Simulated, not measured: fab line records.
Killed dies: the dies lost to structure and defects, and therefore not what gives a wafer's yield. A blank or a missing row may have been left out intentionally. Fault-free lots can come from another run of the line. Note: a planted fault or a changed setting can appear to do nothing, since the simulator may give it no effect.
A lot that was struck, set against a sound lot / flow sfq_line / 14 out of 325 route steps
Sound: wafers L573.1, L573.2, L573.3. Wafers L581.1, L581.2, L581.6 were the ones struck. The cause is given at the end.
For every step that has rows: the tool of each side, followed by ch and its chambers, followed by its first start. Under that, the readings that differ: sound wafers / struck wafers / difference of the means / sigmas: that difference in standard deviations of wafers without a fault.
alike: same words and numbers on both sides, and readings whose means sit less than 2 such deviations apart. not compared: any withheld reading, any reading some wafer has no value for, any bound like >300 that may hide the same value, and any number with overlapping values for which the record gives no deviation.
Wherever a step has rows on one side only, a row that says differs or no value, or a row with sigmas, the two part there. Non-overlapping numbers with no deviation appear without sigmas and do not part them. Lack of a reading on every wafer of one side parts them only where that side has two or more wafers.

SFQ_TRILAYER_I3_DEP_PECVD_081: deposits SiO2 from SiH4/N2O, time 111.11 s, target thk 500 nm.
  sound on pecvd-04 ch 0,1,2, day 38 17:12; struck on pecvd-02 ch 0,2, day 41 17:27
reading=throttle_valve_pct (%); sound=25.4 22.9 24.2; struck=21.0 22.7 21.1; difference=-2.6; sigmas=-3
  alike: heater_power_w, showerhead_vpp_V
SFQ_TRILAYER_I3_CMP_CMP_082: polishes SiO2.
  sound on cmp-02 ch 0,2,3, day 38 17:47; struck on cmp-01 ch 0,2, day 41 18:02
  alike: motor_current_A, time_to_endpoint_s
SFQ_I3_BOW_MEAS_922:
  struck on film_metro-01, day 41 20:32; sound on film_metro-02, day 38 20:17
reading=I3_BOW (um); sound=18 30 19; struck=-1 7 3; difference=-19; sigmas=-2
SFQ_TRILAYER_I3_METRO_MEASURE_083:
  struck on film_metro-01, day 41 20:39; sound on film_metro-02, day 38 20:24
  alike: thk_nm
then, 6 steps without rows for these wafers: SFQ_TRILAYER_I3_VIA_LITHO_COAT_090 (resist thk 62 nm); SFQ_TRILAYER_I3_VIA_LITHO_COAT_085 (resist thk 650 nm); SFQ_TRILAYER_I3_VIA_LITHO_SOFTBAKE_089; SFQ_TRILAYER_I3_VIA_LITHO_EXPOSE_086 (exposes mask I3, target cd 500 nm); SFQ_TRILAYER_I3_VIA_LITHO_PEB_088 (peb time 60 s); SFQ_TRILAYER_I3_VIA_LITHO_DEVELOP_087 (time 60 s).
-- the record jumps here: 6 days lie between the struck wafers' starts before and after --
SFQ_I3_OVL_MEAS_923:
  struck on overlay-02, day 48 03:28; sound on overlay-02, day 45 12:09
  alike: I3_OVL
SFQ_TRILAYER_I3_VIA_BARC_OPEN_VIA_ETCH_121: etches BARC in O2, target depth 125 nm, time 41.7 s.
  sound on rie_diel-02 ch 0,1,2, day 45 12:11; struck on rie_diel-02 ch 0,2,3, day 48 03:30
  alike: bias_w, drypump_motor_current_A, oes_product_au
  not compared: rf_hours_counter_h
SFQ_TRILAYER_I3_VIA_ETCH_VIA_ETCH_088: etches SiO2 in CHF3, stops on Nb, target depth 260 nm.
  sound on rie_diel-02 ch 0,1,2, day 45 12:13; struck on rie_diel-02 ch 0,2,3, day 48 03:32
reading=bias_w (W); sound=80.07 79.81 80.16; struck=77.46 77.83 77.95; difference=-2.27; sigmas=-10
  alike: drypump_motor_current_A, oes_product_au
SFQ_TRILAYER_I3_VIA_STRIP_STRIP_089: strips in O2.
  sound on rie_metal-02 ch 0,1, day 45 12:20; struck on rie_metal-02 ch 0,1, day 48 03:40
  alike: drypump_motor_current_A, oes_product_au
  not compared: rf_hours_counter_h

WHERE THEY PART
Last at SFQ_TRILAYER_I3_VIA_ETCH_VIA_ETCH_088 as far as this record goes, first at SFQ_TRILAYER_I3_DEP_PECVD_081. Later steps at which nothing parts them and some readings are alike: SFQ_TRILAYER_I3_VIA_STRIP_STRIP_089.

WHY: what had been put in by the simulator
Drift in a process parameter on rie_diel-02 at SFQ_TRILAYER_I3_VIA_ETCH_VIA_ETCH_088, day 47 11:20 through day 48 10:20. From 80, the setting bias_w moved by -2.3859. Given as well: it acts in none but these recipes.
